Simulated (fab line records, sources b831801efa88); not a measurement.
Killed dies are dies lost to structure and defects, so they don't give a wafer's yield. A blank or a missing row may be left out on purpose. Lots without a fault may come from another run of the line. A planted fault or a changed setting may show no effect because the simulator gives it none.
Which tool did it? | flow sky130 | 24 lots, 72 wafers sampled, at 5 steps of a route of 708

WHAT THE GAUGES READ, wafer by wafer
SKY_VT_ADJUST_HVTR_OVL_MEAS_08. Usual: VT_ADJUST_HVTR_OVL -1.4 nm, standard deviation 1.3.
lot  | measured     | on         | VT_ADJUST_HVTR_OVL (nm) | flag
L074 | day 9 07:16  | overlay-01 | -3.0 -0.8 -0.1          |
L075 | day 9 15:14  | overlay-02 | -0.7 -1.9 0.5           |
L076 | day 10 02:38 | overlay-01 | -2.6 -0.8 -4.1          |
L077 | day 10 08:34 | overlay-02 | -1.4 -2.6 -1.7          |
L078 | day 10 11:46 | overlay-01 | -0.1 -0.2 1.5           |
L079 | day 10 16:17 | overlay-02 | -1.2 -2.2 -0.6          |
L080 | day 11 04:52 | overlay-02 | -1.7 -0.9 -0.4          |
L081 | day 12 00:35 | overlay-02 | 0.2 0.8 -1.1            |
L082 | day 12 16:50 | overlay-02 | -2.1 -3.3 -1.0          |
L083 | day 12 18:36 | overlay-01 | -3.0 -1.9 0.2           |
L084 | day 13 07:41 | overlay-01 | -2.1 -5.1 -2.0          |
L085 | day 13 07:50 | overlay-02 | -2.9 -2.2 -1.8          |
L086 | day 13 08:56 | overlay-01 | -2.8 -2.0 0.4           |
L088 | day 14 02:02 | overlay-02 | -1.3 -1.6 -1.7          |
L087 | day 14 06:08 | overlay-02 | -1.4 -2.9 -1.7          |
L090 | day 14 20:17 | overlay-02 | -2.7 -2.5 -3.5          |
L089 | day 14 21:01 | overlay-02 | -3.2 -2.4 -2.2          |
L091 | day 15 03:56 | overlay-01 | -2.5 -1.2 -2.4          |
L092 | day 15 05:00 | overlay-02 | -1.3 -1.4 -0.8          |
L093 | day 15 08:08 | overlay-02 | -0.9 0.2 1.2            |
L094 | day 15 21:26 | overlay-02 | -1.3 -0.7 -0.6          |
L095 | day 15 22:26 | overlay-02 | -2.5 -3.6 -2.9          |
L096 | day 16 08:05 | overlay-01 | -1.2 -2.0 0.6           |
L097 | day 16 09:14 | overlay-01 | -1.6 -1.7 -0.5          |

SKY_LI_CONTACT_THK_MEAS_23: measures by xrf. Usual: LI_CONTACT_W_THK 403 nm, standard deviation 4.8.
lot  | measured     | on            | LI_CONTACT_W_THK (nm) | flag
L074 | day 28 21:19 | film_metro-03 | 402 402 401           |
L075 | day 29 13:56 | film_metro-04 | 407 411 409           |
L076 | day 29 20:05 | film_metro-04 | 403 398 400           |
L077 | day 30 01:31 | film_metro-01 | 413 412 409           |
L078 | day 30 05:25 | film_metro-01 | 406 408 409           |
L079 | day 30 14:14 | film_metro-04 | 404 408 401           |
L080 | day 31 08:46 | film_metro-03 | 407 403 405           |
L081 | day 31 23:39 | film_metro-01 | 405 407 402           |
L082 | day 32 19:37 | film_metro-04 | 408 401 407           |
L083 | day 33 00:51 | film_metro-01 | 408 403 403           |
L084 | day 33 07:10 | film_metro-04 | 396 398 397           |
L085 | day 33 06:05 | film_metro-01 | 397 399 402           |
L086 | day 33 11:53 | film_metro-01 | 395 402 403           |
L088 | day 34 01:04 | film_metro-03 | 401 407 409           |
L087 | day 34 08:41 | film_metro-03 | 410 406 410           |
L090 | day 34 21:52 | film_metro-03 | 394 393 403           |
L089 | day 34 22:13 | film_metro-03 | 406 403 404           |
L091 | day 35 07:14 | film_metro-01 | 406 404 404           |
L092 | day 35 07:57 | film_metro-03 | 402 398 397           |
L093 | day 35 10:17 | film_metro-01 | 409 399 404           |
L094 | day 35 22:23 | film_metro-03 | 397 402 400           |
L095 | day 35 22:01 | film_metro-03 | 399 402 404           |
L096 | day 36 06:53 | film_metro-03 | 397 399 395           |
L097 | day 36 11:37 | film_metro-04 | 405 410 413           |

SKY_CONTACT_OVL_MEAS_15. Usual: CONTACT_OVL -3 nm, standard deviation 4.4.
lot  | measured     | on         | CONTACT_OVL (nm) | flag
L074 | day 31 06:41 | overlay-02 | -4 0 0           |
L075 | day 31 23:42 | overlay-02 | -4 0 -3          |
L076 | day 32 04:50 | overlay-02 | -4 -7 -2         |
L077 | day 32 10:56 | overlay-01 | -3 -6 -4         |
L078 | day 32 14:34 | overlay-01 | -5 -3 -5         |
L079 | day 32 23:35 | overlay-02 | -7 -10 -15       |
L080 | day 33 17:14 | overlay-01 | -5 -6 -5         |
L081 | day 34 07:30 | overlay-01 | 2 -9 -6          |
L082 | day 35 03:32 | overlay-01 | -8 -2 -2         |
L083 | day 35 07:19 | overlay-02 | -2 -1 -6         |
L084 | day 35 14:04 | overlay-02 | -2 -6 -2         |
L085 | day 35 12:02 | overlay-01 | -5 -1 -1         |
L086 | day 35 17:50 | overlay-02 | 3 0 -8           |
L088 | day 36 07:07 | overlay-01 | -2 -4 0          |
L087 | day 36 13:56 | overlay-02 | -2 -9 -2         |
L090 | day 37 04:07 | overlay-01 | -4 2 3           |
L089 | day 37 04:28 | overlay-01 | -2 -3 -4         |
L091 | day 37 14:22 | overlay-01 | 1 -5 12          |
L092 | day 37 15:37 | overlay-02 | -8 8 -7          |
L093 | day 37 17:08 | overlay-02 | -1 -6 -5         |
L094 | day 38 04:28 | overlay-01 | -1 7 -5          |
L095 | day 38 03:29 | overlay-01 | -3 -8 -9         |
L096 | day 38 13:05 | overlay-01 | -2 -6 5          |
L097 | day 38 17:26 | overlay-01 | -7 -2 -1         |

SKY_VIA1_OVL_MEAS_13. Usual: VIA1_OVL 0 nm, standard deviation 5.3.
lot  | measured     | on         | VIA1_OVL (nm) | flag
L074 | day 33 16:53 | overlay-01 | 1 6 2         |
L075 | day 34 07:59 | overlay-01 | 5 3 -9        |
L076 | day 34 13:08 | overlay-02 | -3 1 -6       |
L077 | day 34 20:08 | overlay-02 | 4 7 3         |
L078 | day 34 22:29 | overlay-02 | 0 -12 -3      |
L079 | day 35 08:16 | overlay-02 | 3 9 -6        |
L080 | day 36 00:41 | overlay-01 | -3 -1 -1      |
L081 | day 36 13:50 | overlay-01 | 10 6 6        |
L082 | day 37 10:49 | overlay-02 | -4 -2 3       |
L083 | day 37 15:44 | overlay-01 | 2 -3 9        |
L084 | day 37 21:07 | overlay-02 | 0 -2 -4       |
L085 | day 37 20:14 | overlay-02 | -2 2 6        |
L086 | day 38 00:47 | overlay-02 | -7 -2 4       |
L088 | day 38 14:26 | overlay-01 | 0 2 4         |
L087 | day 38 21:38 | overlay-01 | -4 2 -3       |
L090 | day 39 10:08 | overlay-01 | -5 3 -5       |
L089 | day 39 10:38 | overlay-02 | -6 -14 -1     |
L091 | day 39 19:26 | overlay-02 | 3 -8 2        |
L092 | day 39 20:30 | overlay-02 | -5 5 -3       |
L093 | day 39 22:58 | overlay-01 | 3 8 9         |
L094 | day 40 10:02 | overlay-02 | 2 17 11       |
L095 | day 40 08:43 | overlay-02 | -1 0 -3       |
L096 | day 40 17:41 | overlay-02 | -3 -8 -11     |
L097 | day 40 20:43 | overlay-02 | 0 1 3         |

WHICH TOOL RAN EACH LOT (tool, then ch and the chambers of the sampled wafers, then the start)
lot  | SKY_METAL1_SPUTTER_04
L074 | pvd_sputter-03, day 31 08:28
L075 | pvd_sputter-02, day 32 01:19
L076 | pvd_sputter-02, day 32 06:41
L077 | pvd_sputter-02, day 32 12:55
L078 | pvd_sputter-01, day 32 16:29
L079 | pvd_sputter-03, day 33 01:05
L080 | pvd_sputter-03, day 33 18:44
L081 | pvd_sputter-01, day 34 09:00
L082 | pvd_sputter-01, day 35 05:07
L083 | pvd_sputter-01, day 35 10:15
L084 | pvd_sputter-03, day 35 15:36
L085 | pvd_sputter-01, day 35 13:32
L086 | pvd_sputter-03, day 35 19:22
L088 | pvd_sputter-01, day 36 08:37
L087 | pvd_sputter-03, day 36 15:32
L090 | pvd_sputter-03, day 37 05:37
L089 | pvd_sputter-02, day 37 05:58
L091 | pvd_sputter-02, day 37 16:05
L092 | pvd_sputter-03, day 37 17:09
L093 | pvd_sputter-03, day 37 18:42
L094 | pvd_sputter-02, day 38 05:58
L095 | pvd_sputter-01, day 38 04:59
L096 | pvd_sputter-01, day 38 14:35
L097 | pvd_sputter-02, day 38 18:56
- SKY_METAL1_SPUTTER_04: material TiN, target thk 70 nm, time 58.3 s.

WHAT THE TOOLS THEMSELVES READ (means of the sampled wafers that have a number; where no wafer has one, the mark that the record gives instead)
SKY_METAL1_SPUTTER_04. Usual: throttle_valve_pct 29.6 %, standard deviation 1.
lot  | tool           | throttle_valve_pct (%) | flag
L074 | pvd_sputter-03 | 29.6                   |
L075 | pvd_sputter-02 | 30.9                   |
L076 | pvd_sputter-02 | 30.0                   |
L077 | pvd_sputter-02 | 30.3                   |
L078 | pvd_sputter-01 | 28.7                   |
L079 | pvd_sputter-03 | 29.7                   |
L080 | pvd_sputter-03 | 29.6                   |
L081 | pvd_sputter-01 | 28.8                   |
L082 | pvd_sputter-01 | 28.8                   |
L083 | pvd_sputter-01 | 28.2                   |
L084 | pvd_sputter-03 | 29.5                   |
L085 | pvd_sputter-01 | 29.5                   |
L086 | pvd_sputter-03 | 29.5                   |
L088 | pvd_sputter-01 | 29.4                   |
L087 | pvd_sputter-03 | 28.8                   |
L090 | pvd_sputter-03 | 29.3                   |
L089 | pvd_sputter-02 | 31.0                   |
L091 | pvd_sputter-02 | 29.0                   |
L092 | pvd_sputter-03 | 29.8                   |
L093 | pvd_sputter-03 | 29.4                   |
L094 | pvd_sputter-02 | 30.0                   |
L095 | pvd_sputter-01 | 29.2                   |
L096 | pvd_sputter-01 | 28.8                   |
L097 | pvd_sputter-02 | 30.3                   |

THE ANSWER, worked out from the rows above alone
Rule: a lot is off if the mean of its wafers that have a number lies more than 3 standard deviations from the usual mean. A lot without any number at a reading at which 4 lots or more have one is off too. The other lots that the step has rows for count as sound. The gauges are gone through in route order, then the tools' own readings, and for those a lot's mean is taken as printed above. The first step at which some lot is off is used, and at that step the reading that is off furthest; a lot without a number counts as furthest.
No lot is off at any reading shown: from this, nothing can be told.

WHAT THE SIMULATOR HAD PUT IN
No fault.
